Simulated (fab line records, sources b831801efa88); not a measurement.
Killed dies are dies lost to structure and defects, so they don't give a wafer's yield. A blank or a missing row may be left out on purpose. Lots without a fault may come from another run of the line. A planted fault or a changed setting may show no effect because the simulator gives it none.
One fault seen from 2 desks | flow gf180mcu | each desk has only its own numbers; what lay behind them comes last

THE TOOL OWNER'S DESK: wet_bench-03
The tool's own readings at GF_STI_WET_ETCH_28 (etches SiO2 in dHF, target depth 20 nm, time 40 s): means of the sampled wafers that have a number, for each lot that ran on this tool. A lot is out of limits, marked OUT, if its mean lies more than 4 standard deviations from the usual mean; the brackets give that distance.
Columns: A = run_length_s at GF_STI_WET_ETCH_28, usual 68.3 s; B = temp_c at GF_STI_WET_ETCH_28, usual 25.00 C
lot  | first seen here | A               | B
L260 | day 2 09:08     | 66.6            | 24.92
L274 | day 5 11:02     | 42.3 (-9.0) OUT | 24.96
L275 | day 5 22:37     | 42.7 (-8.8) OUT | 24.97
This desk's finding: out of limits on L274, L275; first on L274, day 5 11:02 (run_length_s at GF_STI_WET_ETCH_28). In limits: L260.

THE METROLOGY DESK
What the gauges read, lot by lot, whatever tool the lot ran on: means of the sampled wafers that have a number. A lot is out of limits, marked OUT, if its mean lies more than 4 standard deviations from the usual mean; the brackets give that distance.
Columns: A = STI_OXIDATION_01_THK at GF_STI_THK_MEAS_22, usual 15.1 nm; B = STI_CVD_23_THK at GF_STI_THK_MEAS_24, usual 653 nm; C = STI_OXIDATION_02_THK at GF_STI_THK_MEAS_30, usual 10.02 nm; D = DNWELL_TW at GF_DNWELL_TW_MEAS_09, usual 1344; E = NWELL_OVL at GF_NWELL_OVL_MEAS_07, usual 0.1 nm; F = NWELL_TW at GF_NWELL_TW_MEAS_11, usual 1577
lot  | first seen here | A    | B   | C     | D    | E    | F
L260 | day 2 08:05     | 15.1 | 656 | 9.96  | 1354 | 1.7  | 1576
L268 | day 4 03:55     | 15.8 | 652 | 10.28 | 1343 | 0.6  | 1589
L274 | day 5 09:56     | 14.9 | 652 | 10.14 | 1346 | -1.4 | 1570
L275 | day 5 21:32     | 14.9 | 647 | 10.06 | 1359 | 1.1  | 1578
L281 | day 6 20:26     | 14.6 | 644 | 10.21 | 1326 | 0.5  | 1575
L282 | day 7 04:43     | 14.8 | 645 | 9.86  | 1334 | -0.9 | 1578
This desk's finding: nothing out of limits on any of the 6 lots.

PUT TOGETHER
The tool owner's desk could have raised an alarm at day 5 11:02, on L274, L275.
The metrology desk saw nothing out of limits.
The metrology desk has L274, L275 on record, within its limits.
Of the lots named, all ran GF_STI_WET_ETCH_28 on wet_bench-03.

WHAT THE SIMULATOR HAD PUT IN
Process parameter drift: wet_bench-03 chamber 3, from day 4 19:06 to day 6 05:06, at GF_STI_WET_ETCH_28. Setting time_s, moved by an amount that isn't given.
Lots struck among those shown: L274, L275.
Hours from the fault's start to each desk's first reading out of limits: the tool owner's desk, 16.
